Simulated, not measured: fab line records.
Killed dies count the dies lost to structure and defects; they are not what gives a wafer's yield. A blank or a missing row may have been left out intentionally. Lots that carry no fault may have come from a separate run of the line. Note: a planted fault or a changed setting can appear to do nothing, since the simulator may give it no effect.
Comparing a struck lot with a sound one | flow gf180mcu | 15 steps out of a route of 602
Sound: the wafers L307.2, L307.4, L307.6. Struck: wafers L320.1, L320.2, L320.5. Last of all comes the cause.
At each step with rows: each side's tool, then ch and its chambers, then its first start. Under that, the readings that differ: sound wafers | struck wafers | difference of the means | sigmas: that difference in standard deviations of wafers without a fault.
alike: words and numbers the same on both sides, and readings whose means are apart by under 2 such deviations; not compared: readings that were withheld, readings missing a value for some wafer, numbers with overlapping values and no deviation given by the record, and bounds like >300 which may hide the same value.
The two part at a step that has a row with sigmas, a row that says differs or no value, or rows on one side only. When numbers do not overlap yet have no deviation, they are printed without sigmas and do not part them. A reading missing from all wafers of one side parts the sides only when that side holds two or more wafers.

GF_V1_STRIP_18: strips in O2/N2.
  sound on plasma-asher-04 ch 0,1, day 21 21:28; struck on plasma-asher-02 ch 0,1, day 25 21:35
  alike: drypump-motor-current-A, heater-power-w, oes-product-au, platen-temp-c
  not compared: rf-hours-counter-h
then, 3 steps without rows for these wafers: GF_V1_STRIP_19 (strips in post etch residue remover, time 1200 s); GF_V1_CLEAN_20 (cleans in DIW); GF_V1_SPUTTER_21 (material Ti, target thk 15 nm, time 80.02 s).
GF_V1_SPUTTER_22: material TiN, target thk 10 nm, time 40 s.
  sound on pvd-sputter-01, day 21 22:03; struck on pvd-sputter-04, day 25 22:11
  alike: throttle-valve-pct
GF_V1_CVD_23: deposits W, target thk 350 nm, time 105.05 s.
  sound on cvd-w-01 ch 0,1, day 21 22:05; struck on cvd-w-01 ch 0,1, day 25 22:14
  alike: heater-power-w
GF_V1_RS_MEAS_24: the measuring method here is four-point-probe.
  sound on film-metro-04, day 21 22:13; struck on film-metro-02, day 25 22:20
  alike: V1_W_RS
GF_V1_THK_MEAS_25: measures by xrf.
  sound on film-metro-04, day 21 22:20; struck on film-metro-02, day 25 22:28
  alike: V1_W_THK
then, 1 step without rows for these wafers: GF_V1_CMP_26 (polishes, stops on SiO2, t overpolish 15 s, target thk 0 nm).
GF_M2_SPUTTER_00: material Ti, target thk 37.5 nm, time 150 s.
  sound on pvd-sputter-04, day 21 22:41; struck on pvd-sputter-04, day 25 22:55
  alike: throttle-valve-pct
then, 2 steps without rows for these wafers: GF_M2_SPUTTER_01 (material TiN, target thk 30 nm, time 25 s); GF_M2_SPUTTER_02 (material AlCu, target thk 450 nm, time 23.9 s).
GF_M2_SPUTTER_03: material Ti, target thk 10 nm, time 6.7 s.
  sound on pvd-sputter-04, day 21 22:50; struck on pvd-sputter-04, day 25 23:05
  reading                               | sound             | struck            | difference | sigmas
  model.Ti_of_M2_SPUTTER_03.thk-nm (nm) | 10.05 10.18 10.01 | 7.055 7.243 7.113 | -2.943     |
  alike: throttle-valve-pct
GF_M2_SPUTTER_04: material TiN, target thk 50 nm, time 41.7 s.
  sound on pvd-sputter-04, day 21 22:52; struck on pvd-sputter-04, day 25 23:06
  alike: throttle-valve-pct
GF_PASSIVATION_PROBE_99:
  rows exist in the record for the sound wafers here (prober-02, day 32 01:41), none for the struck ones

## WHERE THEY PART
At GF_PASSIVATION_PROBE_99 and nowhere else, as far as this record goes.

WHY: the cause the simulator had injected
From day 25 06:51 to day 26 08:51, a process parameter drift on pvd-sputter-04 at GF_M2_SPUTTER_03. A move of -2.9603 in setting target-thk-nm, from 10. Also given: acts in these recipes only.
